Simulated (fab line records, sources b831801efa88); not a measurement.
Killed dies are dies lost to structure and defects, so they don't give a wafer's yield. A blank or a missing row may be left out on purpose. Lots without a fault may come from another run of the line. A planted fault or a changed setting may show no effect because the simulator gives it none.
A struck lot beside a sound one | flow sfq_line | 14 steps out of a route of 325
Sound: wafers L997.2, L997.3, L997.4. Struck: wafers L101.3, L101.4, L101.6. The cause comes at the end.
At each step with rows: each side's tool, then ch and its chambers, then its first start. Under that, the readings that differ: sound wafers | struck wafers | difference of the means | sigmas: that difference in standard deviations of wafers without a fault.
alike: readings whose means differ by less than 2 such deviations, and words and numbers that are the same on both sides. not compared: withheld readings, readings that some wafer has no value for, bounds like >300 that may hide the same value, and numbers for which the record gives no deviation and whose values overlap.
The two part at a step that has a row with sigmas, a row that says differs or no value, or rows on one side only. Numbers that don't overlap but have no deviation are shown without sigmas and don't part them. A reading that every wafer of one side lacks parts them only if that side has two wafers or more.

SFQ_M1_OVL_MEAS_911:
  sound on overlay-01, day 24 12:37; struck on overlay-01, day 26 11:25
  alike: M1_OVL
SFQ_TRILAYER_M1_BARC_OPEN_METAL_ETCH_054: etches BARC in O2, target depth 125 nm, time 41.7 s.
  sound on rie_metal-02 ch 0, day 24 12:40; struck on rie_metal-04 ch 1, day 26 11:29
  reading                     | sound       | struck      | difference | sigmas
  drypump_motor_current_A (A) | 5.1 5.1 5.1 | 6.0 6.0 6.0 | +0.9       | +2
  alike: bias_w, he_backside_leak_sccm, oes_product_au
  not compared: rf_hours_counter_h
SFQ_TRILAYER_M1_ETCH_METAL_ETCH_042: etches Nb in Cl2/Ar, stops on SiO2, target depth 240 nm, time 120 s.
  sound on rie_metal-02 ch 0, day 24 12:48; struck on rie_metal-04 ch 1, day 26 11:39
  reading                      | sound          | struck         | difference | sigmas
  drypump_motor_current_A (A)  | 5.1 5.1 5.0    | 6.0 6.0 6.0    | +0.9       | +2
  he_backside_leak_sccm (sccm) | 3.37 3.40 3.39 | 3.68 3.65 3.84 | +0.34      | +2
  alike: bias_w, oes_product_au
  not compared: rf_hours_counter_h
SFQ_TRILAYER_M1_STRIP_STRIP_043: strips in O2.
  sound on rie_metal-02 ch 0, day 24 13:13; struck on rie_metal-04 ch 1, day 26 12:13
  reading                     | sound       | struck      | difference | sigmas
  drypump_motor_current_A (A) | 5.0 5.0 5.1 | 6.0 6.0 6.0 | +1.0       | +2
  alike: he_backside_leak_sccm, oes_product_au
  not compared: rf_hours_counter_h
then, 1 step without rows for these wafers: SFQ_TRILAYER_M1_STRIP_SOLV_CLEAN_044 (cleans in NMP, time 600 s).
SFQ_TRILAYER_I1_DEP_PECVD_045: deposits SiO2 from SiH4/N2O, time 111.11 s, target thk 500 nm.
  sound on pecvd-01 ch 0,1, day 24 14:23; struck on pecvd-03 ch 0,2, day 26 13:12
  alike: heater_power_w, throttle_valve_pct
then, 1 step without rows for these wafers: SFQ_TRILAYER_I1_CMP_CMP_046 (polishes SiO2).
SFQ_I1_BOW_MEAS_912:
  sound on film_metro-01, day 24 17:29; struck on film_metro-01, day 26 16:19
  alike: I1_BOW
SFQ_TRILAYER_I1_METRO_MEASURE_047:
  sound on film_metro-01, day 24 17:47; struck on film_metro-01, day 26 16:48
  alike: thk_nm
then, 3 steps without rows for these wafers: SFQ_TRILAYER_I1_VIA_LITHO_COAT_054 (resist thk 62 nm); SFQ_TRILAYER_I1_VIA_LITHO_COAT_049 (resist thk 650 nm); SFQ_TRILAYER_I1_VIA_LITHO_SOFTBAKE_053.
-- the record jumps here: 6 days lie between the struck wafers' starts before and after --
SFQ_TRILAYER_I1_VIA_LITHO_EXPOSE_050: exposes mask I1, target cd 500 nm.
  sound on krf_scanner-01 ch 0, day 31 10:28; struck on krf_scanner-01 ch 0, day 33 01:10
  reading                    | sound             | struck            | difference | sigmas
  model.I1.overlay_x_nm (nm) | 1.091 1.091 1.091 | 6.374 6.374 6.374 | +5.283     |
  alike: mask
then, 1 step without rows for these wafers: SFQ_TRILAYER_I1_VIA_LITHO_PEB_052 (peb time 60 s).

WHERE THEY PART
First at SFQ_TRILAYER_M1_BARC_OPEN_METAL_ETCH_054; last, within this record, at SFQ_TRILAYER_M1_STRIP_STRIP_043. Later steps at which nothing parts them and some readings are alike: SFQ_TRILAYER_I1_DEP_PECVD_045, SFQ_I1_BOW_MEAS_912, SFQ_TRILAYER_I1_METRO_MEASURE_047, SFQ_TRILAYER_I1_VIA_LITHO_EXPOSE_050.

WHY: what the simulator had put in
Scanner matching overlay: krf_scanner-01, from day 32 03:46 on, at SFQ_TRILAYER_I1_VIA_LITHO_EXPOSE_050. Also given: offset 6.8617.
